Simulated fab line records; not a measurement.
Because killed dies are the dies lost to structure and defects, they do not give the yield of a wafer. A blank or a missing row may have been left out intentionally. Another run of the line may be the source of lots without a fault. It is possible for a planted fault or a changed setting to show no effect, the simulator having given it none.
Which tool did it?    flow gf180mcu    24 lots, 72 wafers sampled, at 6 steps of a route of 602

## WHAT THE GAUGES READ, wafer by wafer
GF_V1_THK_MEAS_25: measures by xrf. Usual: V1_W_THK 365 nm, standard deviation 6.4.
lot   measured      on            V1_W_THK (nm)  flag
L074  day 18 23:12  filmMetro-01  366 369 369    
L075  day 19 11:18  filmMetro-03  374 371 375    
L076  day 19 12:05  filmMetro-02  363 369 363    
L077  day 19 23:16  filmMetro-02  370 367 375    
L078  day 20 16:19  filmMetro-03  355 366 361    
L079  day 21 01:11  filmMetro-01  381 379 373    
L080  day 21 06:45  filmMetro-01  362 374 366    
L082  day 21 21:05  filmMetro-01  360 359 358    
L081  day 21 22:31  filmMetro-03  366 358 359    
L083  day 22 06:17  filmMetro-03  359 355 364    
L084  day 22 11:10  filmMetro-03  360 358 356    
L085  day 22 18:39  filmMetro-03  367 362 369    
L086  day 23 02:36  filmMetro-02  365 371 366    
L087  day 23 11:37  filmMetro-03  358 362 357    
L088  day 24 01:25  filmMetro-02  371 368 375    
L089  day 24 13:10  filmMetro-02  372 371 373    
L090  day 24 15:25  filmMetro-02  375 368 372    
L091  day 24 23:59  filmMetro-03  365 365 365    
L092  day 25 05:29  filmMetro-03  363 359 354    
L093  day 25 14:46  filmMetro-01  368 374 367    
L094  day 25 21:20  filmMetro-03  358 366 358    
L095  day 26 08:46  filmMetro-02  359 362 364    
L096  day 26 12:53  filmMetro-02  358 363 365    
L097  day 26 20:04  filmMetro-03  360 354 355    

GF_V2_BOW_MEAS_05. Usual: V2_BOW 100 um, standard deviation 7.7.
lot   measured      on            V2_BOW (um)  flag
L074  day 20 01:15  filmMetro-02  93 89 98     
L075  day 20 14:02  filmMetro-02  110 105 100  
L076  day 20 15:12  filmMetro-04  90 97 90     
L077  day 21 02:11  filmMetro-02  104 100 96   
L078  day 21 18:49  filmMetro-02  98 97 102    
L079  day 22 02:55  filmMetro-04  91 98 104    
L080  day 22 09:09  filmMetro-04  106 95 105   
L082  day 22 22:32  filmMetro-01  102 95 96    
L081  day 22 23:54  filmMetro-02  96 90 100    
L083  day 23 07:15  filmMetro-04  101 85 87    
L084  day 23 12:10  filmMetro-02  104 102 97   
L085  day 23 19:41  filmMetro-02  119 108 109  
L086  day 24 04:10  filmMetro-02  101 103 101  
L087  day 24 11:47  filmMetro-01  105 104 93   
L088  day 25 01:29  filmMetro-02  108 93 97    
L089  day 25 13:18  filmMetro-01  89 98 99     
L090  day 25 15:19  filmMetro-04  102 87 106   
L091  day 26 00:04  filmMetro-04  98 86 106    
L092  day 26 05:19  filmMetro-02  97 113 93    
L093  day 26 14:28  filmMetro-01  106 104 99   
L094  day 26 20:46  filmMetro-01  87 101 111   
L095  day 27 07:46  filmMetro-04  86 88 90     
L096  day 27 12:09  filmMetro-02  100 110 108  
L097  day 27 18:10  filmMetro-02  114 109 114  

GF_V3_OVL_MEAS_15. Usual: V3_OVL -2 nm, standard deviation 6.9.
lot   measured      on          V3_OVL (nm)  flag
L074  day 23 04:53  overlay-02  -11 -5 -4    
L075  day 23 15:29  overlay-02  -3 9 10      
L076  day 23 17:23  overlay-02  14 11 2      
L077  day 24 03:23  overlay-02  -15 -12 1    
L078  day 24 20:26  overlay-02  10 14 -2     
L079  day 25 04:16  overlay-01  1 -6 -16     
L080  day 25 08:47  overlay-02  2 0 2        
L082  day 25 21:31  overlay-01  -2 -2 -2     
L081  day 25 22:11  overlay-02  -1 -9 -7     
L083  day 26 06:07  overlay-01  -1 15 0      
L084  day 26 10:04  overlay-02  -5 -2 -10    
L085  day 26 17:37  overlay-01  -5 0 -6      
L086  day 26 23:46  overlay-02  -3 1 6       
L087  day 27 07:13  overlay-02  7 9 6        
L088  day 27 20:13  overlay-01  6 0 10       
L089  day 28 07:49  overlay-02  2 6 4        
L090  day 28 09:37  overlay-01  -10 -3 3     
L091  day 28 17:37  overlay-02  1 1 -1       
L092  day 28 22:35  overlay-02  8 -7 0       
L093  day 29 07:01  overlay-01  -3 -1 -4     
L094  day 29 12:16  overlay-01  -10 -1 -3    
L095  day 29 23:43  overlay-01  -4 0 0       
L096  day 30 02:22  overlay-01  -3 -4 1      
L097  day 30 08:33  overlay-02  -14 -6 -17   

GF_V5_OVL_MEAS_15. Usual: V5_OVL 1 nm, standard deviation 5.1.
lot   measured      on          V5_OVL (nm)  flag
L074  day 28 01:58  overlay-02  -4 -2 -6     
L075  day 28 09:58  overlay-02  -3 -2 -3     
L076  day 28 11:08  overlay-02  3 -1 7       
L077  day 28 20:20  overlay-02  2 0 4        
L078  day 29 10:04  overlay-01  9 2 10       
L079  day 29 19:01  overlay-01  3 16 5       
L080  day 29 22:38  overlay-02  6 1 8        
L082  day 30 08:07  overlay-01  4 11 5       
L081  day 30 09:33  overlay-01  -6 -3 0      
L083  day 30 17:52  overlay-02  -1 -3 -2     
L084  day 30 20:11  overlay-02  -4 2 11      
L085  day 31 03:06  overlay-02  4 2 1        
L086  day 31 08:18  overlay-01  3 2 3        
L087  day 31 15:10  overlay-01  -6 -4 -1     
L088  day 32 02:32  overlay-02  -3 0 -2      
L089  day 32 13:20  overlay-02  9 -3 0       
L090  day 32 13:24  overlay-01  2 -3 -2      
L091  day 32 20:57  overlay-02  4 -3 7       
L092  day 33 00:43  overlay-02  1 2 4        
L093  day 33 07:23  overlay-01  -1 -2 -1     
L094  day 33 11:59  overlay-02  7 3 3        
L095  day 33 22:11  overlay-01  -2 -7 -2     
L096  day 34 00:33  overlay-02  -2 -9 -3     
L097  day 34 04:55  overlay-01  4 -1 -5      

## TOOL THAT RAN EACH LOT (tool first, then ch and the chambers of the sampled wafers, then the start)
lot   GF_CONTACT_ETCH_16                 GF_M3_SPUTTER_01
L074  rieDiel-04 ch 0,3, day 16 19:28    pvdSputter-01, day 21 03:47
L075  rieDiel-03 ch 0,1, day 17 07:02    pvdSputter-04, day 21 15:25
L076  rieDiel-02 ch 0,2,3, day 17 07:40  pvdSputter-01, day 21 16:43
L077  rieDiel-03 ch 1,2,3, day 17 18:16  pvdSputter-04, day 22 03:37
L078  rieDiel-04 ch 1,3, day 18 10:20    pvdSputter-03, day 22 20:58
L079  rieDiel-03 ch 1,2, day 18 19:38    pvdSputter-04, day 23 04:46
L080  rieDiel-03 ch 0,2,3, day 19 01:22  pvdSputter-01, day 23 10:37
L082  rieDiel-02 ch 0,2,3, day 19 15:37  pvdSputter-01, day 23 23:40
L081  rieDiel-03 ch 0,1,3, day 19 16:47  pvdSputter-04, day 24 00:04
L083  rieDiel-04 ch 1,2, day 20 01:08    pvdSputter-03, day 24 07:52
L084  rieDiel-02 ch 1,3, day 20 07:16    pvdSputter-03, day 24 12:16
L085  rieDiel-03 ch 0,1,3, day 20 14:50  pvdSputter-04, day 24 20:04
L086  rieDiel-02 ch 0,2,3, day 20 23:17  pvdSputter-01, day 25 03:28
L087  rieDiel-04 ch 1,2,3, day 21 08:13  pvdSputter-04, day 25 11:32
L088  rieDiel-02 ch 1,3, day 21 23:31    pvdSputter-03, day 26 01:21
L089  rieDiel-02 ch 1,3, day 22 11:25    pvdSputter-01, day 26 13:02
L090  rieDiel-04 ch 0,3, day 22 14:22    pvdSputter-04, day 26 14:25
L091  rieDiel-02 ch 0,1, day 22 22:43    pvdSputter-04, day 26 23:05
L092  rieDiel-04 ch 0,1,3, day 23 03:55  pvdSputter-04, day 27 04:04
L093  rieDiel-04 ch 0,1, day 23 14:59    pvdSputter-03, day 27 13:17
L094  rieDiel-03 ch 0,1,2, day 23 20:22  pvdSputter-04, day 27 18:50
L095  rieDiel-04 ch 0,2,3, day 24 09:16  pvdSputter-03, day 28 06:10
L096  rieDiel-02 ch 0,1,2, day 24 12:49  pvdSputter-01, day 28 10:43
L097  rieDiel-02 ch 2,3, day 24 21:05    pvdSputter-01, day 28 15:45
- GF_CONTACT_ETCH_16: etches BARC in N2/H2.
- GF_M3_SPUTTER_01: material TiN, target thk 30 nm, time 25 s.

## WHAT THE TOOLS THEMSELVES READ (means of the sampled wafers that have a number; where no wafer has one, the mark that the record gives instead)
GF_CONTACT_ETCH_16. Usual: drypumpMotorCurrentA 6.0 A, standard deviation 0.44; oesProductAu 0.856 a.u., standard deviation 0.0045; throttleValvePct 13.226 %, standard deviation 0.0093.
lot   tool        drypumpMotorCurrentA (A)  oesProductAu (a.u.)  throttleValvePct (%)  flag
L074  rieDiel-04  6.0                       0.861                13.229                
L075  rieDiel-03  6.3                       0.856                13.227                
L076  rieDiel-02  6.1                       0.854                13.230                
L077  rieDiel-03  6.3                       0.859                13.222                
L078  rieDiel-04  5.6                       0.859                13.230                
L079  rieDiel-03  6.2                       0.858                13.227                
L080  rieDiel-03  6.6                       0.858                13.228                
L082  rieDiel-02  6.1                       0.855                13.224                
L081  rieDiel-03  6.3                       0.856                13.228                
L083  rieDiel-04  5.5                       0.854                13.231                
L084  rieDiel-02  5.9                       0.847                13.220                
L085  rieDiel-03  6.3                       0.856                13.234                
L086  rieDiel-02  6.1                       0.859                13.225                
L087  rieDiel-04  5.9                       0.861                13.212                
L088  rieDiel-02  6.0                       0.856                13.234                
L089  rieDiel-02  5.9                       0.856                13.227                
L090  rieDiel-04  6.0                       0.852                13.232                
L091  rieDiel-02  5.8                       0.857                13.215                
L092  rieDiel-04  5.6                       0.856                13.230                
L093  rieDiel-04  5.3                       0.855                13.231                
L094  rieDiel-03  6.3                       0.858                13.230                
L095  rieDiel-04  5.9                       0.854                13.230                
L096  rieDiel-02  5.9                       0.853                13.225                
L097  rieDiel-02  6.2                       0.855                13.220                

GF_M3_SPUTTER_01. Usual: cathodeDcPowerW 6500.0 W, standard deviation 1.2; throttleValvePct 29.9 %, standard deviation 1.
lot   tool           cathodeDcPowerW (W)  throttleValvePct (%)  flag
L074  pvdSputter-01  6499.6               30.8                  
L075  pvdSputter-04  6499.4               30.1                  
L076  pvdSputter-01  6499.1               31.0                  
L077  pvdSputter-04  6500.7               29.0                  
L078  pvdSputter-03  6500.4               28.7                  
L079  pvdSputter-04  6500.4               30.0                  
L080  pvdSputter-01  6499.8               30.5                  
L082  pvdSputter-01  6500.3               30.9                  
L081  pvdSputter-04  6498.6               29.4                  
L083  pvdSputter-03  6500.1               29.1                  
L084  pvdSputter-03  6501.2               28.6                  
L085  pvdSputter-04  6499.6               29.4                  
L086  pvdSputter-01  6501.5               31.0                  
L087  pvdSputter-04  6500.2               29.7                  
L088  pvdSputter-03  6500.9               29.2                  
L089  pvdSputter-01  6499.3               31.5                  
L090  pvdSputter-04  6500.1               30.5                  
L091  pvdSputter-04  6500.0               30.0                  
L092  pvdSputter-04  6500.0               29.6                  
L093  pvdSputter-03  6500.5               28.8                  
L094  pvdSputter-04  6500.1               30.0                  
L095  pvdSputter-03  6498.6               29.2                  
L096  pvdSputter-01  6499.4               30.6                  
L097  pvdSputter-01  6499.3               31.1                  

## THE ANSWER, worked out from the rows above alone
Rule: a lot counts as off when the mean over its wafers that have a number is more than 3 standard deviations away from the usual mean. A lot without any number at a reading at which 4 lots or more have one is off too. All remaining lots with rows at the step are treated as sound. After the gauges, taken in route order, come the tools' own readings; for these a lot's mean is taken, as printed above. At the first step where some lot is off, the reading lying furthest off is the one used; lots without a number count as furthest.
No lot is off on any of the readings shown, so nothing can be concluded from this.

## WHAT THE SIMULATOR HAD PUT IN
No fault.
